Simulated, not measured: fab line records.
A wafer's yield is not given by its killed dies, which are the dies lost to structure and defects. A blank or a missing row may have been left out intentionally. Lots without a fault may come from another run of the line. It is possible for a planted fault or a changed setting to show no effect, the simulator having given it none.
fab line records :: flow sky130
record
  lots=14
  wafers=42
  last-day=51
route steps=708 shown SONOS_TUNNEL@160
lots untouched by any fault: they come from a run of this same line in which no faults occurred
start-h: start of the lot's first displayed wafer, in hours after the record's first day :: wait-h: hours elapsed since this lot's preceding step :: " identical to the entry in the row above :: L1.1+2: a single row standing in for several wafers :: - no value present, or no start provided :: * or withheld: withheld :: < > ~ a bound
route shown NAME@n: names a module that has steps shown in the file, with the first one's number in the route :: usual: average and standard deviation across the fault-free wafers :: same: alike in all rows :: chamber/n: place in a boat :: sites: readings site by site :: _std_site: their standard deviation :: _edge_site: outer sites' mean less inner sites' :: radius-mm: how far each site lies from the wafer's centre :: mask NAME#n: copy n :: behind: the last tool/chamber to shape the wafer :: hold: the reason the lot was held/the length of the hold in hours/how it ended :: device: names the non-switching transistor (n, p or np) :: end of line: the route-end tests of the same wafers :: where a step has no rows: the recipe by itself :: killed: count of dies lost to structure and defects at first sort (not the wafer's yield) :: map: dies across one wafer; x = killed, . = not, _ = none there
set.NAME: the run value of the setting; set.NAME@STEP: its run value at that earlier step :: model.NAME: the simulator's own value behind a step, which no gauge read
route steps across a sampled set of lots; one table per step, one row per wafer
## steps
# step SKY_SONOS_TUNNEL_DEVELOP_06
# recipe
  resist=NOVOLAK
  developer=TMAH
  develop-time-s=60
  dev-temp-c=23
# usual
  developer-temp-C=22.98/0.11
lot.wafer: L745.2
tool: litho-track-01
chamber: 0
start-h: 260.28
wait-h: 0.1
developer-temp-C: 23.03

lot.wafer: L745.3
tool: litho-track-01
chamber: 0
start-h: 260.28
wait-h: 0.1
developer-temp-C: 23.15

lot.wafer: L745.6
tool: litho-track-01
chamber: 0
start-h: 260.28
wait-h: 0.1
developer-temp-C: 23.15

lot.wafer: L747.2
tool: litho-track-02
chamber: 0
start-h: 273.96
wait-h: 0.1
developer-temp-C: 22.85

lot.wafer: L747.4
tool: litho-track-02
chamber: 0
start-h: 273.96
wait-h: 0.1
developer-temp-C: 22.85

lot.wafer: L747.5
tool: litho-track-02
chamber: 0
start-h: 273.96
wait-h: 0.1
developer-temp-C: 22.83

lot.wafer: L749.4
tool: litho-track-02
chamber: 0
start-h: 286.56
wait-h: 0.1
developer-temp-C: 22.93

lot.wafer: L749.5
tool: litho-track-02
chamber: 0
start-h: 286.56
wait-h: 0.1
developer-temp-C: 23.00

lot.wafer: L749.6
tool: litho-track-02
chamber: 0
start-h: 286.56
wait-h: 0.1
developer-temp-C: 22.96

lot.wafer: L750.2
tool: litho-track-03
chamber: 0
start-h: 296.79
wait-h: 0.1
developer-temp-C: 23.00

lot.wafer: L750.3
tool: litho-track-03
chamber: 0
start-h: 296.79
wait-h: 0.1
developer-temp-C: 23.17

lot.wafer: L750.6
tool: litho-track-03
chamber: 0
start-h: 296.79
wait-h: 0.1
developer-temp-C: 23.03

lot.wafer: L751.1
tool: litho-track-02
chamber: 0
start-h: 304.08
wait-h: 0.1
developer-temp-C: 22.93

lot.wafer: L751.3
tool: litho-track-02
chamber: 0
start-h: 304.08
wait-h: 0.1
developer-temp-C: 22.94

lot.wafer: L751.6
tool: litho-track-02
chamber: 0
start-h: 304.08
wait-h: 0.1
developer-temp-C: 23.14

lot.wafer: L752.2
tool: litho-track-02
chamber: 0
start-h: 307.66
wait-h: 0.1
developer-temp-C: 23.05

lot.wafer: L752.3
tool: litho-track-02
chamber: 0
start-h: 307.66
wait-h: 0.1
developer-temp-C: 23.07

lot.wafer: L752.5
tool: litho-track-02
chamber: 0
start-h: 307.66
wait-h: 0.1
developer-temp-C: 23.19

lot.wafer: L753.1
tool: litho-track-02
chamber: 0
start-h: 320.23
wait-h: 0.1
developer-temp-C: 22.95

lot.wafer: L753.2
tool: litho-track-02
chamber: 0
start-h: 320.23
wait-h: 0.1
developer-temp-C: 23.01

lot.wafer: L753.6
tool: litho-track-02
chamber: 0
start-h: 320.23
wait-h: 0.1
developer-temp-C: 23.04

lot.wafer: L754.2
tool: litho-track-01
chamber: 0
start-h: 329.93
wait-h: 0.1
developer-temp-C: 23.11

lot.wafer: L754.3
tool: litho-track-01
chamber: 0
start-h: 329.93
wait-h: 0.1
developer-temp-C: 23.09

lot.wafer: L754.6
tool: litho-track-01
chamber: 0
start-h: 329.93
wait-h: 0.1
developer-temp-C: 23.08

lot.wafer: L755.1
tool: litho-track-03
chamber: 0
start-h: 334.47
wait-h: 0.1
developer-temp-C: 22.85

lot.wafer: L755.2
tool: litho-track-03
chamber: 0
start-h: 334.47
wait-h: 0.1
developer-temp-C: 22.93

lot.wafer: L755.4
tool: litho-track-03
chamber: 0
start-h: 334.47
wait-h: 0.1
developer-temp-C: 23.07

lot.wafer: L756.1
tool: litho-track-02
chamber: 0
start-h: 342.03
wait-h: 0.1
developer-temp-C: 22.96

lot.wafer: L756.2
tool: litho-track-02
chamber: 0
start-h: 342.03
wait-h: 0.1
developer-temp-C: 23.03

lot.wafer: L756.5
tool: litho-track-02
chamber: 0
start-h: 342.03
wait-h: 0.1
developer-temp-C: 22.97

lot.wafer: L758.2
tool: litho-track-03
chamber: 0
start-h: 353.04
wait-h: 0.1
developer-temp-C: 22.92

lot.wafer: L758.3
tool: litho-track-03
chamber: 0
start-h: 353.04
wait-h: 0.1
developer-temp-C: 22.98

lot.wafer: L758.4
tool: litho-track-03
chamber: 0
start-h: 353.04
wait-h: 0.1
developer-temp-C: 22.99

lot.wafer: L766.1
tool: litho-track-03
chamber: 0
start-h: 428.12
wait-h: 0.1
developer-temp-C: 20.50

lot.wafer: L766.2
tool: litho-track-03
chamber: 0
start-h: 428.12
wait-h: 0.1
developer-temp-C: 20.59

lot.wafer: L766.5
tool: litho-track-03
chamber: 0
start-h: 428.12
wait-h: 0.1
developer-temp-C: 20.45

lot.wafer: L767.1
tool: litho-track-03
chamber: 0
start-h: 437.62
wait-h: 0.1
developer-temp-C: 20.88

lot.wafer: L767.2
tool: litho-track-03
chamber: 0
start-h: 437.62
wait-h: 0.1
developer-temp-C: 20.79

lot.wafer: L767.6
tool: litho-track-03
chamber: 0
start-h: 437.62
wait-h: 0.1
developer-temp-C: 20.80

lot.wafer: L768.2
tool: litho-track-02
chamber: 0
start-h: 446.71
wait-h: 0.1
developer-temp-C: 22.76

lot.wafer: L768.3
tool: litho-track-02
chamber: 0
start-h: 446.71
wait-h: 0.1
developer-temp-C: 22.78

lot.wafer: L768.5
tool: litho-track-02
chamber: 0
start-h: 446.71
wait-h: 0.1
developer-temp-C: 22.80
# step SKY_SONOS_TUNNEL_CD_MEAS_07
# recipe
  target-cd-nm=410
# usual
  cd-nm=410.6/2.5
lot.wafer: L745.2
tool: cd-sem-01
chamber: -
start-h: 260.43
wait-h: 0.1
cd-nm: 407.1

lot.wafer: L745.3
tool: cd-sem-01
chamber: -
start-h: 260.43
wait-h: 0.1
cd-nm: 406.5

lot.wafer: L745.6
tool: cd-sem-01
chamber: -
start-h: 260.43
wait-h: 0.1
cd-nm: 404.8

lot.wafer: L747.2
tool: cd-sem-01
chamber: -
start-h: 274.10
wait-h: 0.1
cd-nm: 407.1

lot.wafer: L747.4
tool: cd-sem-01
chamber: -
start-h: 274.10
wait-h: 0.1
cd-nm: 410.5

lot.wafer: L747.5
tool: cd-sem-01
chamber: -
start-h: 274.10
wait-h: 0.1
cd-nm: 408.8

lot.wafer: L749.4
tool: cd-sem-02
chamber: -
start-h: 286.69
wait-h: 0.1
cd-nm: 413.4

lot.wafer: L749.5
tool: cd-sem-02
chamber: -
start-h: 286.69
wait-h: 0.1
cd-nm: 414.9

lot.wafer: L749.6
tool: cd-sem-02
chamber: -
start-h: 286.69
wait-h: 0.1
cd-nm: 414.9

lot.wafer: L750.2
tool: cd-sem-02
chamber: -
start-h: 296.94
wait-h: 0.1
cd-nm: 415.5

lot.wafer: L750.3
tool: cd-sem-02
chamber: -
start-h: 296.94
wait-h: 0.1
cd-nm: 414.8

lot.wafer: L750.6
tool: cd-sem-02
chamber: -
start-h: 296.94
wait-h: 0.1
cd-nm: 413.3

lot.wafer: L751.1
tool: cd-sem-01
chamber: -
start-h: 304.23
wait-h: 0.1
cd-nm: 412.2

lot.wafer: L751.3
tool: cd-sem-01
chamber: -
start-h: 304.23
wait-h: 0.1
cd-nm: 411.7

lot.wafer: L751.6
tool: cd-sem-01
chamber: -
start-h: 304.23
wait-h: 0.1
cd-nm: 413.4

lot.wafer: L752.2
tool: cd-sem-01
chamber: -
start-h: 307.80
wait-h: 0.1
cd-nm: 409.5

lot.wafer: L752.3
tool: cd-sem-01
chamber: -
start-h: 307.80
wait-h: 0.1
cd-nm: 409.2

lot.wafer: L752.5
tool: cd-sem-01
chamber: -
start-h: 307.80
wait-h: 0.1
cd-nm: 410.5

lot.wafer: L753.1
tool: cd-sem-02
chamber: -
start-h: 320.38
wait-h: 0.1
cd-nm: 408.8

lot.wafer: L753.2
tool: cd-sem-02
chamber: -
start-h: 320.38
wait-h: 0.1
cd-nm: 406.4

lot.wafer: L753.6
tool: cd-sem-02
chamber: -
start-h: 320.38
wait-h: 0.1
cd-nm: 409.6

lot.wafer: L754.2
tool: cd-sem-01
chamber: -
start-h: 330.08
wait-h: 0.1
cd-nm: 406.6

lot.wafer: L754.3
tool: cd-sem-01
chamber: -
start-h: 330.08
wait-h: 0.1
cd-nm: 406.7

lot.wafer: L754.6
tool: cd-sem-01
chamber: -
start-h: 330.08
wait-h: 0.1
cd-nm: 405.8

lot.wafer: L755.1
tool: cd-sem-02
chamber: -
start-h: 334.62
wait-h: 0.1
cd-nm: 413.5

lot.wafer: L755.2
tool: cd-sem-02
chamber: -
start-h: 334.62
wait-h: 0.1
cd-nm: 414.6

lot.wafer: L755.4
tool: cd-sem-02
chamber: -
start-h: 334.62
wait-h: 0.1
cd-nm: 412.4

lot.wafer: L756.1
tool: cd-sem-01
chamber: -
start-h: 342.18
wait-h: 0.1
cd-nm: 410.2

lot.wafer: L756.2
tool: cd-sem-01
chamber: -
start-h: 342.18
wait-h: 0.1
cd-nm: 411.4

lot.wafer: L756.5
tool: cd-sem-01
chamber: -
start-h: 342.18
wait-h: 0.1
cd-nm: 410.5

lot.wafer: L758.2
tool: cd-sem-01
chamber: -
start-h: 353.19
wait-h: 0.1
cd-nm: 409.7

lot.wafer: L758.3
tool: cd-sem-01
chamber: -
start-h: 353.19
wait-h: 0.1
cd-nm: 411.5

lot.wafer: L758.4
tool: cd-sem-01
chamber: -
start-h: 353.19
wait-h: 0.1
cd-nm: 408.6

lot.wafer: L766.1
tool: cd-sem-02
chamber: -
start-h: 428.27
wait-h: 0.1
cd-nm: 421.0

lot.wafer: L766.2
tool: cd-sem-02
chamber: -
start-h: 428.27
wait-h: 0.1
cd-nm: 421.1

lot.wafer: L766.5
tool: cd-sem-02
chamber: -
start-h: 428.27
wait-h: 0.1
cd-nm: 419.8

lot.wafer: L767.1
tool: cd-sem-01
chamber: -
start-h: 437.77
wait-h: 0.1
cd-nm: 414.9

lot.wafer: L767.2
tool: cd-sem-01
chamber: -
start-h: 437.77
wait-h: 0.1
cd-nm: 415.6

lot.wafer: L767.6
tool: cd-sem-01
chamber: -
start-h: 437.77
wait-h: 0.1
cd-nm: 414.2

lot.wafer: L768.2
tool: cd-sem-01
chamber: -
start-h: 446.85
wait-h: 0.1
cd-nm: 410.1

lot.wafer: L768.3
tool: cd-sem-01
chamber: -
start-h: 446.85
wait-h: 0.1
cd-nm: 411.7

lot.wafer: L768.5
tool: cd-sem-01
chamber: -
start-h: 446.85
wait-h: 0.1
cd-nm: 411.3
## key
first-sign
  step=SKY_SONOS_TUNNEL_DEVELOP_06
  reading=developer-temp-C
  direction=down
  sigmas=21
  usual=*
  struck=*
effect
  step=SKY_SONOS_TUNNEL_CD_MEAS_07
  reading=cd-nm
  direction=up
  sigmas=2.9
  usual=410.6
  struck=417.8
met-at SKY_SONOS_TUNNEL_DEVELOP_06
struck-lots L766,L767
tester-left-out L766,L767
onset-between 353.04 428.12
fault
  kind=process-parameter-drift
  tool=litho-track-03
  chamber=-
  onset-h=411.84
  steps=SKY_SONOS_TUNNEL_DEVELOP_06
  channel=dev-temp-c
  offset=*
  shape=step
  end-h=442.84
  acts-in=*
  stated=*
# tester-left-out: of these lots the tester's yield and bins aren't shown, on N5 and GAA mostly nor the transistor test; their killed dies are dies lost to structure and defects alone, not to doping, threshold or leakage, so they don't give the yield
